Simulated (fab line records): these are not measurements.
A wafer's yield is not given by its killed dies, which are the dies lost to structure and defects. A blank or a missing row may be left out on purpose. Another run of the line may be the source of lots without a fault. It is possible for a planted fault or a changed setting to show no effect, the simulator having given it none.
A lot that was struck, set against a sound lot | flow sky130 | 15 out of 708 route steps
Sound: the wafers L193.1, L193.2, L193.6. Struck: wafers L194.1, L194.2, L194.6. The cause is given at the end.
Per side, at each step with rows, come the tool, then ch with its chambers, and then its first start. Under that, the readings that differ: sound wafers | struck wafers | difference of the means | sigmas: that difference in standard deviations of wafers without a fault.
alike: readings with means less than 2 such deviations apart, plus words and numbers identical on both sides. not compared: withheld readings, readings lacking a value on some wafer, bounds such as >300 that could conceal the same value, and numbers that have no deviation in the record and whose values overlap.
A row with sigmas, a row that says differs or no value, or rows on one side alone: a step with any of these is where the two part. When numbers do not overlap yet have no deviation, they are printed without sigmas and do not part them. A reading missing from all wafers of one side parts the sides only when that side holds two or more wafers.

first, 2 steps without rows for these wafers: SKY_VT_ADJUST_PCH_PEB_05; SKY_VT_ADJUST_PCH_DEVELOP_06 (develop time 60 s).
SKY_VT_ADJUST_PCH_OVL_MEAS_07:
  sound on overlay-01 at day 12 00:44; struck on overlay-01 at day 12 11:28
  alike: VT_ADJUST_PCH_OVL
then, 1 step without rows for these wafers: SKY_VT_ADJUST_PCH_IMPLANT_08.
SKY_VT_ADJUST_PCH_STRIP_09: strips in O2/N2.
  sound on plasma asher-01 ch 0,1, day 12 00:55; struck on plasma asher-01 ch 0,1, day 12 11:39
  alike: drypump motor current A, oes product au, strip time to endpoint s
  not compared: rf hours counter h
SKY_VT_ADJUST_PCH_TW_MEAS_10:
  sound on film metro-03 at day 12 01:01; struck on film metro-03 at day 12 11:45
  alike: VT_ADJUST_PCH_TW
then, 6 steps without rows for these wafers: SKY_SONOS_TUNNEL_DEHYDRATE_00 (time 60 s); SKY_SONOS_TUNNEL_HMDS_01 (prime time 60 s); SKY_SONOS_TUNNEL_COAT_02 (resist thk 1140 nm); SKY_SONOS_TUNNEL_SOFTBAKE_03 (time 60 s); SKY_SONOS_TUNNEL_EXPOSE_04 (exposes mask TUNM, target cd 410 nm); SKY_SONOS_TUNNEL_PEB_05.
SKY_SONOS_TUNNEL_DEVELOP_06: develop time 60 s.
  sound on litho track-04 ch 0, day 13 01:26; struck on litho track-04 ch 0, day 13 13:08
  reading              | sound             | struck            | difference | sigmas
  developer temp C (C) | 23.18 22.92 23.05 | 21.84 21.96 21.94 | -1.14      | -10
  alike: exhaust pa
SKY_SONOS_TUNNEL_CD_MEAS_07: target cd 410 nm.
  sound on cd sem-02 at day 13 01:35; struck on cd sem-01 at day 13 13:17
  alike: cd nm
-- record jumps: 34 days separate the struck wafers' starts on either side; left off in module SONOS_TUNNEL, taken up again in module PAD_OPEN, whose first shown step is the route's number 708 --
SKY_PAD_OPEN_PROBE_99:
  the record has rows for the struck wafers here (prober-01, day 47 12:50) and none for the sound ones

## WHERE THEY PART
At SKY_SONOS_TUNNEL_DEVELOP_06 first; at SKY_PAD_OPEN_PROBE_99 last (within this record only).

WHY: what the simulator had put in
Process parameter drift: litho track-04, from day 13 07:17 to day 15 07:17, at SKY_SONOS_TUNNEL_DEVELOP_06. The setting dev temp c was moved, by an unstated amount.
